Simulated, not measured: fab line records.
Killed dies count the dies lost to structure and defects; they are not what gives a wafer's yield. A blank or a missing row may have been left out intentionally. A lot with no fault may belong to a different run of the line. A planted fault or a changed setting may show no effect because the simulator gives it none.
Split-lot trial | flow sky130 | on a route of 708 steps: 5 lots, 23 wafers read

SPLIT DETAILS
At SKY_NWELL_IMPLANT_24, the setting energyKev was moved away from the recipe's 140 on 9 of the 23 wafers read, by -5.7% to +5.7%. For the rest of the wafers, this setting stayed at what the recipe calls for.

The reading is taken at the split's own step.

THE READING
In nm, at SKY_NWELL_IMPLANT_24: implant.drpNm, which is the simulator's own figure and was read by no gauge. No usual value for it is given in the file.

wafer  | tool, chamber at the split | energyKev as run | against the recipe | implant.drpNm, nm | against lot-mates on the recipe
L074.1 | implanter-01, 0            | 140              | recipe             | 95.47             | -
L074.3 | implanter-01, 0            | 140              | recipe             | 95.47             | -
L074.4 | implanter-01, 0            | 140              | recipe             | 95.47             | -
L074.5 | implanter-01, 0            | 140              | recipe             | 95.47             | -
L074.6 | implanter-01, 0            | 140              | recipe             | 95.47             | -
L076.2 | implanter-01, 0            | 140              | recipe             | 95.47             | -
L076.4 | implanter-01, 0            | 140              | recipe             | 95.47             | -
L076.6 | implanter-01, 0            | 140              | recipe             | 95.47             | -
L077.1 | implanter-04, 0            | 148              | +5.7%              | 97.46             | +1.99
L077.4 | implanter-04, 0            | 148              | +5.7%              | 97.46             | +1.99
L077.6 | implanter-04, 0            | 148              | +5.7%              | 97.46             | +1.99
L077.2 | implanter-04, 0            | 140              | recipe             | 95.47             | -
L077.3 | implanter-04, 0            | 140              | recipe             | 95.47             | -
L079.1 | implanter-03, 0            | 140              | recipe             | 95.47             | -
L079.5 | implanter-03, 0            | 140              | recipe             | 95.47             | -
L079.2 | implanter-03, 0            | 146.7            | +4.8%              | 97.14             | +1.67
L079.3 | implanter-03, 0            | 146.7            | +4.8%              | 97.14             | +1.67
L079.4 | implanter-03, 0            | 146.7            | +4.8%              | 97.14             | +1.67
L084.2 | implanter-01, 0            | 132              | -5.7%              | 93.3              | -2.17
L084.3 | implanter-01, 0            | 132              | -5.7%              | 93.3              | -2.17
L084.5 | implanter-01, 0            | 132              | -5.7%              | 93.3              | -2.17
L084.4 | implanter-01, 0            | 140              | recipe             | 95.47             | -
L084.6 | implanter-01, 0            | 140              | recipe             | 95.47             | -

FIT RESULTS
A straight line over all 23 wafers: implant.drpNm changes by +0.362 nm for each +1% of energyKev; r = +1.00; the points scatter about the line by 0.043 nm.
The same after taking each lot's own level away (the mean of its wafers on the recipe; 23 wafers): +0.362 nm for each +1%; r = +1.00; scatter 0.043 nm.
Per that fit: largest energyKev move, reading shift of 2.1 nm.
The lots' own levels span 95.470 to 95.470 nm.
The two slopes agree, so the slope changes little with the lot-to-lot level.
Check: for one of the wafers moved furthest among these (+5.7%), held out of the fit, the line's prediction against its lot-mates is +2.04 nm. Against them it came out at +1.99 nm.

ADDITIONAL SPLITS CARRIED BY THESE WAFERS
These wafers also went through other splits before the reading. Each is held against what the fit with the lots' levels taken away leaves over:
other split on the same wafers | wafers away from the commonest value | r with implant.drpNm (lot level and that fit taken away)
SKY_FIELD_ISO_CVD_03 tempC     | 5                                    | -0.39
SKY_FIELD_ISO_EXPOSE_10 doseMj | 5                                    | -0.07
SKY_FIELD_ISO_ETCH_17 icpW     | 11                                   | -0.54
SKY_NWELL_COAT_05 resistThkNm  | 11                                   | +0.00
SKY_NWELL_IMPLANT_13 energyKev | 7                                    | -0.38

THE FILE'S OWN FIT
implant.drpNm changes by +0.36 nm for each +1% of energyKev, r = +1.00.
